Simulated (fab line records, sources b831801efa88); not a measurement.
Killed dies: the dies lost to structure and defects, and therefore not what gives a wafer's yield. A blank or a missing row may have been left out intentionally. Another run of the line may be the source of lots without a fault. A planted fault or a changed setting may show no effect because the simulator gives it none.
Chamber matching | flow gf180mcu | rieDiel-01 running GF_V4_ETCH_16: 4 sister chambers
The step etches BARC in N2/H2. 14 wafers are shown with their chamber, then 7 later ones without.

== WAFERS WITH THEIR CHAMBER ==
wafer  | chamber | throttleValvePct (%) | oesProductAu (a.u.)
L078.2 | 3       | 13.226               | 0.852
L078.3 | 2       | 13.226               | 0.861
L078.4 | 1       | 13.224               | 0.856
L083.1 | 2       | 13.228               | 0.855
L083.2 | 0       | 13.227               | 0.859
L083.6 | 3       | 13.236               | 0.858
L085.1 | 2       | 13.235               | 0.860
L085.3 | 1       | 13.221               | 0.849
L085.4 | 3       | 13.237               | 0.851
L087.1 | 0       | 13.223               | 0.855
L087.5 | 0       | 13.223               | 0.858
L087.6 | 1       | 13.215               | 0.857
L090.1 | 0       | 13.219               | 0.862
L090.3 | 1       | 13.222               | 0.862

SIGNATURES (means of the wafers above)
reading          | chamber 0 | chamber 1 | chamber 2 | chamber 3 | scatter within a chamber
throttleValvePct | 13.22300  | 13.22050  | 13.22967  | 13.23300  | 0.00442
oesProductAu     | 0.85850   | 0.85600   | 0.85867   | 0.85367   | 0.004
Rule: distance of a wafer from a chamber = root of the sum over the readings of ((wafer's reading minus chamber's mean) / reading's scatter) squared. If the next closest chamber is less than 2 further off than the closest, the wafer can't be placed; otherwise it belongs to the closest. The scatter: the root of (the sum of the squares of (reading less its chamber's mean) over the shown wafers, divided by (wafers less chambers)).

== WAFERS WHOSE CHAMBER IS MISSING ==
wafer  | throttleValvePct (%) | oesProductAu (a.u.)
L090.6 | 13.233               | 0.851
L095.1 | 13.247               | 0.858
L095.3 | 13.232               | 0.851
L095.6 | 13.242               | 0.862
L097.1 | 13.227               | 0.853
L097.2 | 13.230               | 0.858
L097.4 | 13.204               | 0.858

== EACH ONE'S CHAMBER ==
wafer  | from the rows above               | in truth
L090.6 | can't be placed: 3 or 2           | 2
L095.1 | can't be placed: 3 or 2           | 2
L095.3 | can't be placed: 3 or 2           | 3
L095.6 | can't be placed: 2 or 3 or 0      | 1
L097.1 | can't be placed: 3 or 2 or 0 or 1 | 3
L097.2 | can't be placed: 2 or 3 or 0      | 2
L097.4 | can't be placed: 1 or 0           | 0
Correct placement for 0 of the 7. Cannot be placed on the basis of these rows: 7; the candidates contain the true chamber in 6. 0 placed wrongly.
